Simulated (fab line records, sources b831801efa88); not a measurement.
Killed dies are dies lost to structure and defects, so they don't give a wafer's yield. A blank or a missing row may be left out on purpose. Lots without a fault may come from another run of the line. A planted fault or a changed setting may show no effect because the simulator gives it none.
One fault seen from 2 desks | flow gf180mcu | each desk has only its own numbers; what lay behind them comes last

THE TOOL OWNER'S DESK: pvd_sputter-03
The tool's own readings at GF_MIM_SPUTTER_08 (material AlCu, target thk 200 nm, time 10.6 s): means of the sampled wafers that have a number, for each lot that ran on this tool. A lot is out of limits, marked OUT, if its mean lies more than 4 standard deviations from the usual mean; the brackets give that distance.
Columns: A = chamber_pressure_pa at GF_MIM_SPUTTER_08, usual 0.3999 Pa; B = throttle_valve_pct at GF_MIM_SPUTTER_08, usual 30.4 %
lot  | first seen here | A                | B
L731 | day 28 14:46    | 0.3998           | 30.6
L734 | day 29 00:52    | 0.3727 (-36) OUT | 31.7
L735 | day 29 05:23    | 0.3721 (-37) OUT | 32.2
This desk's finding: out of limits on L734, L735; first on L734, day 29 00:52 (chamber_pressure_pa at GF_MIM_SPUTTER_08). In limits: L731.

THE METROLOGY DESK
What the gauges read, lot by lot, whatever tool the lot ran on: means of the sampled wafers that have a number. A lot is out of limits, marked OUT, if its mean lies more than 4 standard deviations from the usual mean; the brackets give that distance.
Columns: A = V4_W_RS at GF_V4_RS_MEAS_24, usual 0.327 ohm/sq; B = V4_W_THK at GF_V4_THK_MEAS_25, usual 333 nm; C = MIM_CVD_05_THK at GF_MIM_THK_MEAS_06, usual 42.1 nm; D = MIM_ALCU_RS at GF_MIM_RS_MEAS_10, usual 0.1604 ohm/sq; E = MIM_ALCU_THK at GF_MIM_THK_MEAS_11, usual 198.2 nm
lot  | first seen here | A     | B   | C    | D      | E
L731 | day 28 13:57    | 0.331 | 329 | 42.0 | 0.1590 | 200.8
L734 | day 29 00:02    | 0.327 | 336 | 42.0 | 0.1598 | 196.9
L735 | day 29 04:20    | 0.327 | 331 | 41.3 | 0.1558 | 204.1
L736 | day 29 18:47    | 0.330 | 332 | 42.1 | 0.1601 | 197.6
L738 | day 30 02:45    | 0.327 | 337 | 42.7 | 0.1592 | 198.4
L742 | day 31 02:41    | 0.329 | 327 | 43.0 | 0.1594 | 198.2
This desk's finding: nothing out of limits on any of the 6 lots.

PUT TOGETHER
The tool owner's desk could have raised an alarm at day 29 00:52, on L734, L735.
The metrology desk saw nothing out of limits.
The metrology desk has L734, L735 on record, within its limits.
Of the lots named, all ran GF_MIM_SPUTTER_08 on pvd_sputter-03.

WHAT THE SIMULATOR HAD PUT IN
Process parameter drift: pvd_sputter-03, from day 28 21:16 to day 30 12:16, at GF_MIM_SPUTTER_08. Setting chamber_pressure_pa, moved by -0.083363, from 0.4. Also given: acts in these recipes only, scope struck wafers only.
Lots struck among those shown: L734, L735.
Hours from the fault's start to each desk's first reading out of limits: the tool owner's desk, 4.
